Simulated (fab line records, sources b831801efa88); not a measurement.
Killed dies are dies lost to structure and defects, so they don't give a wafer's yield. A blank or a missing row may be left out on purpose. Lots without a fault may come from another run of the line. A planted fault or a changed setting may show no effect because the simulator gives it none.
Which tool did it? | flow sky130 | 24 lots, 72 wafers sampled, at 6 steps of a route of 708

WHAT THE GAUGES READ, wafer by wafer
SKY_POLY_GATE_THK_MEAS_21. Usual: POLY_GATE_OXIDATION_THK 4.00 nm, standard deviation 0.076.
lot  | measured     | on            | POLY_GATE_OXIDATION_THK (nm) | flag
L074 | day 16 05:24 | film_metro-04 | 4.03 3.97 3.98               |
L075 | day 16 10:46 | film_metro-04 | 4.08 4.08 4.05               |
L076 | day 16 16:22 | film_metro-04 | 3.93 3.98 3.91               |
L077 | day 17 03:53 | film_metro-03 | 4.13 4.15 4.15               |
L078 | day 17 10:56 | film_metro-03 | 4.03 4.01 3.99               |
L079 | day 18 06:11 | film_metro-04 | 4.01 4.02 3.96               |
L080 | day 18 06:31 | film_metro-04 | 3.86 3.94 3.89               |
L081 | day 18 15:37 | film_metro-04 | 4.00 3.93 3.86               |
L082 | day 18 22:50 | film_metro-04 | 3.97 4.12 3.99               |
L083 | day 19 14:25 | film_metro-03 | 4.06 3.93 3.99               |
L084 | day 20 06:18 | film_metro-04 | 4.09 3.91 4.05               |
L085 | day 20 06:18 | film_metro-02 | 3.97 3.95 4.01               |
L086 | day 20 14:28 | film_metro-04 | 3.98 3.94 3.95               |
L087 | day 20 21:01 | film_metro-04 | 3.97 4.05 3.95               |
L088 | day 21 07:31 | film_metro-02 | 4.05 4.03 4.00               |
L089 | day 21 16:19 | film_metro-04 | 3.90 3.85 3.90               |
L090 | day 21 21:07 | film_metro-03 | 4.00 4.06 3.96               |
L091 | day 22 13:39 | film_metro-02 | 4.00 3.95 3.99               |
L092 | day 23 05:05 | film_metro-03 | 3.90 3.94 3.98               |
L097 | day 25 02:37 | film_metro-03 | 4.10 4.05 4.22               |
L094 | day 25 03:31 | film_metro-04 | 3.91 3.96 3.99               |
L095 | day 25 05:03 | film_metro-04 | 4.11 4.21 4.11               |
L096 | day 25 10:38 | film_metro-02 | 4.05 4.00 4.03               |
L093 | day 25 06:46 | film_metro-04 | 4.05 4.03 3.96               |

SKY_CONTACT_THK_MEAS_26: measures by xrf. Usual: CONTACT_W_THK 335 nm, standard deviation 7.6.
lot  | measured     | on            | CONTACT_W_THK (nm) | flag
L074 | day 31 08:58 | film_metro-01 | 343 343 342        |
L075 | day 31 15:37 | film_metro-01 | 342 341 342        |
L076 | day 31 19:02 | film_metro-01 | 340 344 344        |
L077 | day 32 07:47 | film_metro-04 | 339 329 327        |
L078 | day 32 14:02 | film_metro-04 | 329 328 331        |
L079 | day 33 04:17 | film_metro-04 | 337 330 339        |
L080 | day 33 07:55 | film_metro-03 | 346 344 332        |
L081 | day 33 15:51 | film_metro-03 | 334 343 334        |
L082 | day 33 22:57 | film_metro-01 | 344 348 344        |
L083 | day 34 13:17 | film_metro-04 | 330 333 334        |
L084 | day 34 21:55 | film_metro-04 | 341 332 328        |
L085 | day 34 23:17 | film_metro-03 | 324 322 331        |
L086 | day 35 07:33 | film_metro-01 | 349 357 345        |
L087 | day 35 10:55 | film_metro-01 | 335 340 347        |
L088 | day 35 21:14 | film_metro-01 | 337 337 339        |
L089 | day 36 06:54 | film_metro-04 | 327 333 323        |
L090 | day 36 13:26 | film_metro-04 | 338 335 328        |
L091 | day 36 22:45 | film_metro-03 | 328 332 336        |
L092 | day 37 12:28 | film_metro-03 | 337 328 335        |
L097 | day 39 05:04 | film_metro-04 | 332 337 332        |
L094 | day 39 04:42 | film_metro-03 | 333 326 331        |
L095 | day 39 06:23 | film_metro-04 | 330 324 326        |
L096 | day 39 12:03 | film_metro-04 | 330 322 332        |
L093 | day 39 08:28 | film_metro-03 | 324 329 321        |

SKY_PAD_OPEN_BOW_MEAS_13. Usual: PAD_OPEN_BOW 47 um, standard deviation 8.7.
lot  | measured     | on            | PAD_OPEN_BOW (um) | flag
L074 | day 45 11:54 | film_metro-01 | 44 51 52          |
L075 | day 45 18:14 | film_metro-01 | 48 53 42          |
L076 | day 45 21:36 | film_metro-01 | 44 43 42          |
L077 | day 46 07:29 | film_metro-02 | 39 52 44          |
L078 | day 46 10:45 | film_metro-02 | 32 41 26          |
L079 | day 46 22:24 | film_metro-01 | 46 45 43          |
L080 | day 46 23:34 | film_metro-01 | 48 67 44          |
L081 | day 47 06:47 | film_metro-02 | 50 51 48          |
L082 | day 47 11:31 | film_metro-01 | 51 51 62          |
L083 | day 47 22:44 | film_metro-02 | 46 33 43          |
L084 | day 48 06:13 | film_metro-01 | 64 70 60          |
L085 | day 48 07:28 | film_metro-02 | 50 41 58          |
L086 | day 48 13:01 | film_metro-01 | 56 50 48          |
L087 | day 48 14:05 | film_metro-02 | 42 38 58          |
L088 | day 48 23:17 | film_metro-02 | 48 47 34          |
L089 | day 49 05:48 | film_metro-01 | 44 53 43          |
L090 | day 49 09:35 | film_metro-01 | 57 53 57          |
L091 | day 49 13:07 | film_metro-04 | 54 44 32          |
L092 | day 50 00:08 | film_metro-02 | 52 67 49          |
L097 | day 51 01:41 | film_metro-02 | 49 58 53          |
L094 | day 51 00:53 | film_metro-04 | 43 51 50          |
L095 | day 51 03:34 | film_metro-01 | 43 48 26          |
L096 | day 51 08:39 | film_metro-04 | 31 41 43          |
L093 | day 51 04:28 | film_metro-04 | 28 35 29          |

WHICH TOOL RAN EACH LOT (tool, then ch and the chambers of the sampled wafers, then the start)
lot  | SKY_NWELL_STRIP_25                   | SKY_CONTACT_ETCH_18                           | SKY_METAL2_SPUTTER_00
L074 | plasma_asher-02 ch 0,1, day 5 12:42  | rie_diel-04 ch 1,2, day 31 08:58 or earlier   | pvd_sputter-04, day 33 17:58
L075 | plasma_asher-02 ch 0,1, day 5 14:33  | rie_diel-03 ch 0,3, day 31 15:37 or earlier   | pvd_sputter-04, day 34 01:24
L076 | plasma_asher-01 ch 0,1, day 5 20:34  | rie_diel-04 ch 0,2,3, day 31 19:02 or earlier | pvd_sputter-03, day 34 04:30
L077 | plasma_asher-01 ch 0,1, day 5 22:25  | rie_diel-03 ch 0,1,3, day 32 07:47 or earlier | pvd_sputter-04, day 34 17:08
L078 | plasma_asher-02 ch 0,1, day 6 03:40  | rie_diel-02 ch 0,2,3, day 32 14:02 or earlier | pvd_sputter-03, day 34 23:17
L079 | plasma_asher-01 ch 0,1, day 6 13:28  | rie_diel-03 ch 1,2,3, day 33 04:17 or earlier | pvd_sputter-02, day 35 13:12
L080 | plasma_asher-02 ch 0,1, day 6 14:19  | rie_diel-03 ch 0,1,2, day 33 07:55 or earlier | pvd_sputter-04, day 35 16:39
L081 | plasma_asher-04 ch 0,1, day 6 17:47  | rie_diel-04 ch 0,2,3, day 33 15:51 or earlier | pvd_sputter-04, day 36 00:20
L082 | plasma_asher-01 ch 0,1, day 6 23:38  | rie_diel-03 ch 0,3, day 33 22:57 or earlier   | pvd_sputter-03, day 36 06:02
L083 | plasma_asher-01 ch 0,1, day 7 09:10  | rie_diel-02 ch 0,2,3, day 34 13:17 or earlier | pvd_sputter-03, day 36 21:11
L084 | plasma_asher-04 ch 0,1, day 7 15:13  | rie_diel-04 ch 0,1,3, day 34 21:55 or earlier | pvd_sputter-04, day 37 06:31
L085 | plasma_asher-02 ch 0,1, day 7 21:37  | rie_diel-02 ch 0,2,3, day 34 23:17 or earlier | pvd_sputter-03, day 37 07:53
L086 | plasma_asher-04 ch 0,1, day 8 03:52  | rie_diel-02 ch 0,1, day 35 07:33 or earlier   | pvd_sputter-03, day 37 15:14
L087 | plasma_asher-01 ch 0,1, day 8 09:13  | rie_diel-02 ch 0,1,2, day 35 10:55 or earlier | pvd_sputter-03, day 37 19:28
L088 | plasma_asher-02 ch 0,1, day 8 14:28  | rie_diel-04 ch 0,2,3, day 35 21:14 or earlier | pvd_sputter-04, day 38 04:58
L089 | plasma_asher-04 ch 0,1, day 8 18:46  | rie_diel-04 ch 0,1,3, day 36 06:54 or earlier | pvd_sputter-02, day 38 13:51
L090 | plasma_asher-01 ch 0,1, day 9 00:13  | rie_diel-03 ch 0,2,3, day 36 13:26 or earlier | pvd_sputter-04, day 38 20:43
L091 | plasma_asher-01 ch 0,1, day 9 10:34  | rie_diel-04 ch 1,2,3, day 36 22:45 or earlier | pvd_sputter-02, day 39 05:04
L092 | plasma_asher-01 ch 0,1, day 9 19:41  | rie_diel-02 ch 1,2,3, day 37 12:28 or earlier | pvd_sputter-03, day 39 17:28
L097 | plasma_asher-02 ch 0,1, day 11 13:10 | rie_diel-04 ch 1,2,3, day 39 05:04 or earlier | pvd_sputter-02, day 41 10:43
L094 | plasma_asher-04 ch 0,1, day 11 13:32 | rie_diel-02 ch 1,2,3, day 39 04:42 or earlier | pvd_sputter-04, day 41 10:22
L095 | plasma_asher-04 ch 0,1, day 11 14:10 | rie_diel-02 ch 0,1, day 39 06:23 or earlier   | pvd_sputter-02, day 41 12:14
L096 | plasma_asher-01 ch 0,1, day 11 14:31 | rie_diel-02 ch 0,1,2, day 39 12:03 or earlier | pvd_sputter-04, day 41 17:01
L093 | plasma_asher-02 ch 0,1, day 11 15:31 | rie_diel-04 ch 1,2, day 39 08:28 or earlier   | pvd_sputter-02, day 41 13:40
- SKY_NWELL_STRIP_25: strips in O2/N2.
- SKY_CONTACT_ETCH_18: etches Si3N4 in CHF3/O2, stops on TiN, time 39 s, target depth 75 nm.
- SKY_METAL2_SPUTTER_00: material Ti, target thk 15 nm, time 10 s.

WHAT THE TOOLS THEMSELVES READ (means of the sampled wafers that have a number; where no wafer has one, the mark that the record gives instead)
SKY_NWELL_STRIP_25. Usual: chamber_pressure_mTorr 1499.9 mTorr, standard deviation 1.4; drypump_motor_current_A 6.0 A, standard deviation 0.54; oes_product_au 0.723 a.u., standard deviation 0.0043; strip_time_to_endpoint_s 36.93 s, standard deviation 0.1.
lot  | tool            | chamber_pressure_mTorr (mTorr) | drypump_motor_current_A (A) | oes_product_au (a.u.) | strip_time_to_endpoint_s (s) | flag
L074 | plasma_asher-02 | 1499.4                         | 6.1                         | 0.725                 | 36.89                        |
L075 | plasma_asher-02 | 1499.7                         | 6.1                         | 0.721                 | 36.74                        |
L076 | plasma_asher-01 | 1499.4                         | 6.0                         | 0.728                 | 36.98                        |
L077 | plasma_asher-01 | 1499.6                         | 6.0                         | 0.722                 | 36.98                        |
L078 | plasma_asher-02 | 1500.5                         | 6.1                         | 0.719                 | 36.81                        |
L079 | plasma_asher-01 | 1499.1                         | 6.3                         | 0.726                 | 36.96                        |
L080 | plasma_asher-02 | 1498.8                         | 6.1                         | 0.724                 | 36.96                        |
L081 | plasma_asher-04 | 1500.0                         | 5.7                         | 0.721                 | 36.94                        |
L082 | plasma_asher-01 | 1499.6                         | 6.3                         | 0.723                 | 36.91                        |
L083 | plasma_asher-01 | 1500.4                         | 6.0                         | 0.722                 | 37.12                        |
L084 | plasma_asher-04 | 1499.5                         | 6.1                         | 0.722                 | 36.99                        |
L085 | plasma_asher-02 | 1500.2                         | 5.7                         | 0.724                 | 36.99                        |
L086 | plasma_asher-04 | 1500.3                         | 6.1                         | 0.721                 | 37.11                        |
L087 | plasma_asher-01 | 1499.9                         | 6.0                         | 0.722                 | 36.95                        |
L088 | plasma_asher-02 | 1499.5                         | 6.1                         | 0.721                 | 36.80                        |
L089 | plasma_asher-04 | 1500.5                         | 5.7                         | 0.723                 | 36.99                        |
L090 | plasma_asher-01 | 1499.7                         | 6.3                         | 0.723                 | 36.96                        |
L091 | plasma_asher-01 | 1499.1                         | 6.3                         | 0.722                 | 36.93                        |
L092 | plasma_asher-01 | 1500.2                         | 6.3                         | 0.725                 | 36.99                        |
L097 | plasma_asher-02 | 1500.2                         | 5.6                         | 0.724                 | 36.98                        |
L094 | plasma_asher-04 | 1499.8                         | 5.7                         | 0.723                 | 36.88                        |
L095 | plasma_asher-04 | 1501.5                         | 5.7                         | 0.725                 | 36.93                        |
L096 | plasma_asher-01 | 1498.9                         | 6.2                         | 0.720                 | 36.88                        |
L093 | plasma_asher-02 | 1499.1                         | 5.7                         | 0.724                 | 36.76                        |

SKY_CONTACT_ETCH_18. Usual: chamber_pressure_mTorr 40.00 mTorr, standard deviation 0.038; chf3_flow_sccm 50.00 sccm, standard deviation 0.14; drypump_motor_current_A 5.7 A, standard deviation 0.34; oes_product_au 0.852 a.u., standard deviation 0.0093; throttle_valve_pct 8.793 %, standard deviation 0.0093.
lot  | tool        | chamber_pressure_mTorr (mTorr) | chf3_flow_sccm (sccm) | drypump_motor_current_A (A) | oes_product_au (a.u.) | throttle_valve_pct (%) | flag
L074 | rie_diel-04 | 40.01                          | 50.03                 | 5.9                         | 0.859                 | 8.794                  |
L075 | rie_diel-03 | 40.00                          | 50.00                 | 5.7                         | 0.851                 | 8.799                  |
L076 | rie_diel-04 | 39.99                          | 50.04                 | 5.7                         | 0.861                 | 8.789                  |
L077 | rie_diel-03 | 40.01                          | 49.97                 | 5.9                         | 0.846                 | 8.788                  |
L078 | rie_diel-02 | 39.98                          | 50.08                 | 5.4                         | 0.851                 | 8.789                  |
L079 | rie_diel-03 | 39.99                          | 49.94                 | 5.9                         | 0.848                 | 8.794                  |
L080 | rie_diel-03 | 40.00                          | 49.99                 | 5.9                         | 0.848                 | 8.778                  |
L081 | rie_diel-04 | 40.00                          | 50.00                 | 5.8                         | 0.856                 | 8.782                  |
L082 | rie_diel-03 | 39.97                          | 49.99                 | 5.7                         | 0.839                 | 8.795                  |
L083 | rie_diel-02 | 39.98                          | 50.01                 | 5.4                         | 0.853                 | 8.787                  |
L084 | rie_diel-04 | 40.00                          | 50.01                 | 5.6                         | 0.847                 | 8.788                  |
L085 | rie_diel-02 | 40.03                          | 50.12                 | 5.4                         | 0.860                 | 8.788                  |
L086 | rie_diel-02 | 40.01                          | 49.98                 | 6.0                         | 0.860                 | 8.793                  |
L087 | rie_diel-02 | 40.00                          | 49.84                 | 5.8                         | 0.849                 | 8.796                  |
L088 | rie_diel-04 | 39.98                          | 50.01                 | 5.7                         | 0.856                 | 8.798                  |
L089 | rie_diel-04 | 39.97                          | 49.90                 | 5.6                         | 0.848                 | 8.783                  |
L090 | rie_diel-03 | 40.04                          | 49.97                 | 5.7                         | 0.858                 | 8.793                  |
L091 | rie_diel-04 | 40.02                          | 49.95                 | 5.7                         | 0.859                 | 8.796                  |
L092 | rie_diel-02 | 39.98                          | 50.10                 | 5.7                         | 0.859                 | 8.797                  |
L097 | rie_diel-04 | 40.03                          | 49.91                 | 5.7                         | 0.849                 | 8.801                  |
L094 | rie_diel-02 | 39.97                          | 50.12                 | 5.7                         | 0.854                 | 8.793                  |
L095 | rie_diel-02 | 39.99                          | 50.05                 | 5.8                         | 0.854                 | 8.789                  |
L096 | rie_diel-02 | 39.98                          | 49.81                 | 5.8                         | 0.844                 | 8.785                  |
L093 | rie_diel-04 | 40.01                          | 49.91                 | 5.8                         | 0.844                 | 8.791                  |

SKY_METAL2_SPUTTER_00. Usual: throttle_valve_pct 30.2 %, standard deviation 0.67.
lot  | tool           | throttle_valve_pct (%) | flag
L074 | pvd_sputter-04 | 30.8                   |
L075 | pvd_sputter-04 | 30.9                   |
L076 | pvd_sputter-03 | 29.8                   |
L077 | pvd_sputter-04 | 30.3                   |
L078 | pvd_sputter-03 | 29.8                   |
L079 | pvd_sputter-02 | 29.5                   |
L080 | pvd_sputter-04 | 30.3                   |
L081 | pvd_sputter-04 | 30.5                   |
L082 | pvd_sputter-03 | 30.3                   |
L083 | pvd_sputter-03 | 30.4                   |
L084 | pvd_sputter-04 | 30.7                   |
L085 | pvd_sputter-03 | 30.2                   |
L086 | pvd_sputter-03 | 29.7                   |
L087 | pvd_sputter-03 | 29.9                   |
L088 | pvd_sputter-04 | 30.2                   |
L089 | pvd_sputter-02 | 30.5                   |
L090 | pvd_sputter-04 | 30.8                   |
L091 | pvd_sputter-02 | 30.3                   |
L092 | pvd_sputter-03 | 29.8                   |
L097 | pvd_sputter-02 | 29.7                   |
L094 | pvd_sputter-04 | 30.8                   |
L095 | pvd_sputter-02 | 30.7                   |
L096 | pvd_sputter-04 | 30.8                   |
L093 | pvd_sputter-02 | 29.7                   |

THE ANSWER, worked out from the rows above alone
Rule: a lot is off if the mean of its wafers that have a number lies more than 3 standard deviations from the usual mean. A lot without any number at a reading at which 4 lots or more have one is off too. The other lots that the step has rows for count as sound. The gauges are gone through in route order, then the tools' own readings, and for those a lot's mean is taken as printed above. The first step at which some lot is off is used, and at that step the reading that is off furthest; a lot without a number counts as furthest.
No lot is off at any reading shown: from this, nothing can be told.

WHAT THE SIMULATOR HAD PUT IN
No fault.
